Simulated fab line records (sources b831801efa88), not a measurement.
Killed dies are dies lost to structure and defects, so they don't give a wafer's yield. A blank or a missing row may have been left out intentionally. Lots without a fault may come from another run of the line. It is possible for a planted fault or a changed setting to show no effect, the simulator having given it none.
Shared-tool check -- flow sky130 -- 13 lots and 39 wafers in the sample

## WHY IT WAS OPENED
1 of 13 lots carry a flag on the reading NWELL_TW at SKY_NWELL_TW_MEAS_15. No-fault wafers: 1817, standard deviation 22.
Rule: a lot is flagged when every wafer of it that has a number lies more than 4 standard deviations from that mean, or none has a number. All remaining lots are regarded as sound.

lot,measured,on,"NWELL_TW, wafer by wafer",flag
L767,day 4 13:42,film_metro-04,1836 1833 1830,
L768,day 4 20:38,film_metro-03,1787 1769 1775,
L772,day 5 21:47,film_metro-02,30 30 30,FLAGGED
L779,day 7 10:12,film_metro-02,1831 1820 1832,
L780,day 7 14:02,film_metro-04,1838 1827 1836,
L782,day 8 01:39,film_metro-04,1822 1838 1817,
L784,day 9 00:30,film_metro-03,1785 1786 1792,
L785,day 9 11:40,film_metro-02,1831 1825 1829,
L786,day 9 12:25,film_metro-02,1822 1825 1824,
L788,day 9 23:06,film_metro-04,1838 1829 1836,
L787,day 9 23:26,film_metro-04,1828 1826 1822,
L789,day 10 01:39,film_metro-03,1776 1785 1769,
L790,day 11 14:06,film_metro-03,1786 1789 1784,
On average the flagged lots' numbers are 30, which is -1787 against the usual, or -81 standard deviations.

## WHICH TOOL RAN EACH LOT
The record holds 2 process steps before the reading, out of a route of 708 steps. In each cell: the tool, then ch and the chambers that the sampled wafers went through, then the start.
lot,flag,SKY_PWDE_STRIP_09,SKY_NWELL_STRIP_14
L767,,"plasma_asher-03 ch 0,1, day 3 19:57","plasma_asher-04 ch 0,1, day 4 13:36"
L768,,"plasma_asher-02 ch 0,1, day 4 03:14","plasma_asher-04 ch 0,1, day 4 20:32"
L772,FLAGGED,"plasma_asher-03 ch 0,1, day 5 03:53","plasma_asher-01 ch 0,1, day 5 21:41"
L779,,"plasma_asher-01 ch 0,1, day 6 17:18","plasma_asher-04 ch 1, day 7 10:06"
L780,,"plasma_asher-01 ch 0,1, day 6 21:04","plasma_asher-01 ch 0,1, day 7 13:56"
L782,,"plasma_asher-02 ch 0,1, day 7 07:36","plasma_asher-04 ch 0,1, day 8 01:33"
L784,,"plasma_asher-02 ch 0,1, day 8 02:23","plasma_asher-01 ch 0,1, day 9 00:23"
L785,,"plasma_asher-01 ch 0,1, day 8 14:50","plasma_asher-01 ch 0,1, day 9 11:35"
L786,,"plasma_asher-02 ch 0,1, day 8 14:55","plasma_asher-02 ch 0,1, day 9 12:20"
L788,,"plasma_asher-03 ch 0,1, day 9 01:11","plasma_asher-04 ch 0,1, day 9 22:59"
L787,,"plasma_asher-01 ch 0,1, day 9 01:12","plasma_asher-02 ch 0,1, day 9 23:20"
L789,,"plasma_asher-03 ch 1, day 9 03:35","plasma_asher-02 ch 0,1, day 10 01:33"
L790,,"plasma_asher-03 ch 0,1, day 10 14:44","plasma_asher-04 ch 0,1, day 11 14:00"
These steps, and what they do:
- SKY_PWDE_STRIP_09: strips in O2/N2.
- SKY_NWELL_STRIP_14: strips in O2/N2.
- SKY_NWELL_TW_MEAS_15

## FLAGGED OVER TOTAL, TOOL BY TOOL (the gauges that took the reading come last)
step,tool,lots run,flagged,share of the flagged lots,sound lots run after its first flagged lot
SKY_PWDE_STRIP_09,plasma_asher-01,4,0,none,-
SKY_PWDE_STRIP_09,plasma_asher-02,4,0,none,-
SKY_PWDE_STRIP_09,plasma_asher-03,5,1,all,"3 (L788,L789,L790)"
SKY_NWELL_STRIP_14,plasma_asher-01,4,1,all,"3 (L780,L784,L785)"
SKY_NWELL_STRIP_14,plasma_asher-02,3,0,none,-
SKY_NWELL_STRIP_14,plasma_asher-04,6,0,none,-
SKY_NWELL_TW_MEAS_15,film_metro-02,4,1,all,"3 (L779,L785,L786)"
SKY_NWELL_TW_MEAS_15,film_metro-03,4,0,none,-
SKY_NWELL_TW_MEAS_15,film_metro-04,5,0,none,-

## THE TABLE: WHAT IT ALLOWS
plasma_asher-03 at SKY_PWDE_STRIP_09, plasma_asher-01 at SKY_NWELL_STRIP_14 and film_metro-02 at SKY_NWELL_TW_MEAS_15: these 3 rows of the table ran every flagged lot.
- plasma_asher-03 at SKY_PWDE_STRIP_09 ran 5 lots, 1 of them flagged. After the first flagged lot (L788, L789, L790), sound lots still ran on it; a lasting fault on the whole tool would not permit that. Its own readings (oes_product_au) fall more than 4 standard deviations out on all wafers of the flagged lots.
- plasma_asher-01 at SKY_NWELL_STRIP_14 ran 4 lots, 1 of them flagged. After the first flagged lot (L780, L784, L785), sound lots still ran on it; a lasting fault on the whole tool would not permit that. Its own readings (strip_time_to_endpoint_s) fall more than 4 standard deviations out on all wafers of the flagged lots.
- film_metro-02 at SKY_NWELL_TW_MEAS_15 ran 4 lots, 1 of them flagged. After the first flagged lot (L779, L785, L786), sound lots still ran on it; a lasting fault on the whole tool would not permit that.
Not one row of the table ran every flagged lot while running no sound lot after the first.

## WHAT THE SIMULATOR HAD PUT IN
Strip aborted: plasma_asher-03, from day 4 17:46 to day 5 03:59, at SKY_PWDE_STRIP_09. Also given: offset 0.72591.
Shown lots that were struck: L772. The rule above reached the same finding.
